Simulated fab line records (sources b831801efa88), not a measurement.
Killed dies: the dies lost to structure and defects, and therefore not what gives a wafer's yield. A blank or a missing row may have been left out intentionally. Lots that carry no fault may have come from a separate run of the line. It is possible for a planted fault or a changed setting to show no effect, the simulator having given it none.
Which tool is to blame? ; flow sky130 ; 6 lots, 18 wafers sampled, at 3 steps of a route of 708

WHAT EACH GAUGE READ, for each wafer
SKY_VT_ADJUST_LVTN_OVL_MEAS_07.
lot;measured;on;VT_ADJUST_LVTN_OVL (nm)
L405;day 7 08:44;overlay-01;0.2 -1.4 -1.7
L407;day 8 00:47;overlay-01;-0.2 1.3 -0.2
L414;day 9 20:35;overlay-02;0.8 0.3 2.1
L416;day 10 11:43;overlay-02;0.1 -1.6 -1.8
L421;day 11 23:50;overlay-02;0.0 0.7 -1.4
L425;day 13 01:35;overlay-02;0.5 -0.1 -2.0

WHICH TOOL RAN EACH LOT (tool, then ch and the chambers of the sampled wafers, then the start)
lot;SKY_PWDE_STRIP_09;SKY_VT_ADJUST_HVTP_STRIP_10
L405;plasmaAsher-01 ch 1, day 4 04:52;plasmaAsher-02 ch 0, day 6 13:14
L407;plasmaAsher-04 ch 0,1, day 4 20:18;plasmaAsher-02 ch 0,1, day 7 05:08
L414;plasmaAsher-01 ch 0,1, day 6 09:50;plasmaAsher-02 ch 0,1, day 8 23:14
L416;plasmaAsher-04 ch 0,1, day 6 21:53;plasmaAsher-02 ch 0,1, day 9 12:23
L421;plasmaAsher-01 ch 0, day 8 04:58;plasmaAsher-01 ch 0, day 11 00:17
L425;plasmaAsher-04 ch 0,1, day 9 02:59;plasmaAsher-02 ch 0,1, day 12 01:07
- SKY_PWDE_STRIP_09: strips in O2/N2.
- SKY_VT_ADJUST_HVTP_STRIP_10: strips in O2/N2.

THE ANSWER, worked out from the rows above alone
Rule: what is usual is taken from the lots themselves. The widest of any qualifying gaps counts: lots, ordered by their means at a reading, are off when they make up no more than a third of the lots, leave a main group of 4 or more, and stand apart from it by 3 or more times the standard deviation of that group's means. If all means in a main group match to the digits the tables above print for the reading, that group is not used. Also off: a lot with no number at a reading for which 4 or more lots have one. The other lots that the step has rows for count as sound.
Nothing can be told from this: no lot is off at any reading shown.

WHAT THE SIMULATOR HAD INSERTED
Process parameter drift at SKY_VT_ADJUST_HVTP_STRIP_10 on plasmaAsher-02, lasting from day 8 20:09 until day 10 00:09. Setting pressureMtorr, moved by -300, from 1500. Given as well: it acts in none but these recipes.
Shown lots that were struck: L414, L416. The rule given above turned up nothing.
